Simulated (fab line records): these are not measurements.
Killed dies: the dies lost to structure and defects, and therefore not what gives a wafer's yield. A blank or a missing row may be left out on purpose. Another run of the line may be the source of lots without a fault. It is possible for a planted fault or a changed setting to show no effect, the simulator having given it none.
Chamber matching + flow gf180mcu + GF_STI_CMP_25 on cmp-01 has 4 sister chambers
The step polishes, stops on Si3N4, t overpolish 33 s, target thk 524.6 nm. 8 wafers are shown with their chamber, then 7 later ones without.

## WAFERS PAIRED WITH THEIR CHAMBERS
| wafer  | chamber | motor_current_A (A) | slurry_flow_ml_min |
|--------|---------|---------------------|--------------------|
| L542.3 | 0       | 10.9                | 150.3              |
| L542.4 | 3       | 12.7                | 149.4              |
| L547.2 | 3       | 13.5                | 149.7              |
| L548.6 | 1       | 9.9                 | 149.9              |
| L551.3 | 2       | 10.8                | 150.8              |
| L551.5 | 1       | 11.0                | 149.5              |
| L551.6 | 0       | 11.2                | 149.7              |
| L552.1 | 2       | 10.4                | 149.7              |

## WAFERS WITHOUT THEIR CHAMBER
| wafer  | motor_current_A (A) | slurry_flow_ml_min |
|--------|---------------------|--------------------|
| L552.2 | 10.9                | 149.3              |
| L552.6 | 11.5                | 149.7              |
| L558.1 | 10.8                | 150.5              |
| L559.4 | 11.8                | 150.0              |
| L559.5 | 10.7                | 150.2              |
| L563.2 | 11.3                | 150.2              |
| L563.5 | 10.3                | 150.2              |

## WHICH CHAMBER EACH WENT THROUGH
| wafer  | from the rows above               | in truth |
|--------|-----------------------------------|----------|
| L552.2 | can't be placed: 1 or 0 or 2      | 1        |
| L552.6 | can't be placed: 0 or 1 or 2      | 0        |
| L558.1 | can't be placed: 2 or 0 or 1      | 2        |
| L559.4 | can't be placed: 0 or 2 or 3 or 1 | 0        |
| L559.5 | can't be placed: 2 or 0 or 1      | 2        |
| L563.2 | can't be placed: 0 or 2 or 1      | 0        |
| L563.5 | can't be placed: 2 or 1 or 0      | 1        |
Correctly placed: 0 of 7. Cannot be placed on the basis of these rows: 7; the candidates contain the true chamber in 7. Wrongly placed: 0.
How it was worked out, from the rows above alone: a wafer's distance from a chamber is the root of the sum, over the readings, of the square of ((its reading less the chamber's mean) divided by the reading's scatter). The wafer belongs to the nearest chamber; if the next one is less than 2 further off, it can't be placed. The mean given for a chamber averages the wafers shown for that chamber. The scatter: take each reading less its chamber's mean, square it, sum over the shown wafers, divide by the number of wafers less the number of chambers, and take the root.
